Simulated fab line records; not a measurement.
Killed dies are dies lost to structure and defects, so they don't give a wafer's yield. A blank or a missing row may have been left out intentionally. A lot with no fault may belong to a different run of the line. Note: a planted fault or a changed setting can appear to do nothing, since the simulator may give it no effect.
The same fault as seen by 2 desks / flow sky130 / each desk has only its own numbers; what lay behind them comes last

== THE TOOL OWNER'S DESK: implanter-03 ==
For each lot that ran on this tool, the mean over its sampled wafers that have a number, from the tool's own readings at SKY_GATE_OXIDE_IMPLANT_11. Marked OUT: a lot whose mean sits more than 4 standard deviations from the usual mean, which makes it out of limits; the brackets give that distance.
Columns: A = beamOnS at SKY_GATE_OXIDE_IMPLANT_11, usual 9.97 s; B = doseIonsCm2 at SKY_GATE_OXIDE_IMPLANT_11, usual 2.599e+12; C = faradayCurrentUA at SKY_GATE_OXIDE_IMPLANT_11, usual 14.70
lot=L638; first seen here=day 13 21:41; A=10.12; B=2.604e+12; C=14.49
lot=L643; first seen here=day 16 02:28; A=9.96; B=2.598e+12; C=14.74
lot=L651; first seen here=day 18 13:43; A=9.98; B=2.603e+12; C=14.74
lot=L657; first seen here=day 20 23:37; A=10.02; B=1.857e+12 (-99 or more) OUT; C=10.44 (-15) OUT
lot=L658; first seen here=day 21 02:43; A=10.02; B=1.858e+12 (-99 or more) OUT; C=10.46 (-15) OUT
This desk's finding: out of limits on L657, L658; first on L657, day 20 23:37 (doseIonsCm2 at SKY_GATE_OXIDE_IMPLANT_11). L638, L643, L651 stayed within limits.

== METROLOGY DESK ==
What the gauges read for every lot (on any tool): the sampled wafers with a number, averaged. Marked OUT: a lot whose mean sits more than 4 standard deviations from the usual mean, which makes it out of limits; the brackets give that distance.
Columns: A = GATE_OXIDE_TW at SKY_GATE_OXIDE_TW_MEAS_14, usual 224.0; B = CONTACT_CVD_00_THK at SKY_CONTACT_THK_MEAS_01, usual 75.0 nm; C = VIA1_HDPCVD_THK at SKY_VIA1_THK_MEAS_01, usual 1028 nm
lot=L637; first seen here=day 13 19:34; A=224.5; B=76.1; C=1039
lot=L638; first seen here=day 13 22:02; A=223.7; B=74.4; C=1023
lot=L641; first seen here=day 15 08:43; A=225.0; B=74.8; C=1036
lot=L643; first seen here=day 16 02:47; A=224.9; B=76.5; C=1023
lot=L644; first seen here=day 16 11:34; A=222.9; B=74.9; C=1018
lot=L646; first seen here=day 16 23:57; A=222.2; B=74.0; C=1017
lot=L648; first seen here=day 17 20:41; A=224.2; B=73.5; C=1028
lot=L651; first seen here=day 18 14:02; A=224.4; B=76.1; C=1025
lot=L657; first seen here=day 20 23:58; A=204.4 (-14) OUT; B=74.3; C=1021
lot=L658; first seen here=day 21 03:02; A=201.5 (-16) OUT; B=74.3; C=1028
lot=L659; first seen here=day 21 17:16; A=221.1; B=73.4; C=1032
lot=L660; first seen here=day 21 21:16; A=224.7; B=74.7; C=1042
This desk reports L657, L658 out of limits; the earliest was L657 at day 20 23:58 (GATE_OXIDE_TW at SKY_GATE_OXIDE_TW_MEAS_14). L637, L638, L641, L643, L644, L646, L648, L651, L659, L660 stayed within limits.

== ALL TOGETHER ==
At day 20 23:37, on L657, L658, the tool owner's desk was in a position to raise an alarm.
Metrology desk: alarm possible at day 20 23:58 on L657, L658.
Of the lots named, all ran SKY_GATE_OXIDE_IMPLANT_11 on implanter-03.

== WHAT THE SIMULATOR HAD PUT IN ==
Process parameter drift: implanter-03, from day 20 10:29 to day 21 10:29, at SKY_GATE_OXIDE_IMPLANT_11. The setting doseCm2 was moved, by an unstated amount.
Shown lots that were struck: L657, L658.
Counting hours from when the fault started, the first reading out of limits came at 13 for the tool owner's desk and at 13 for the metrology desk.
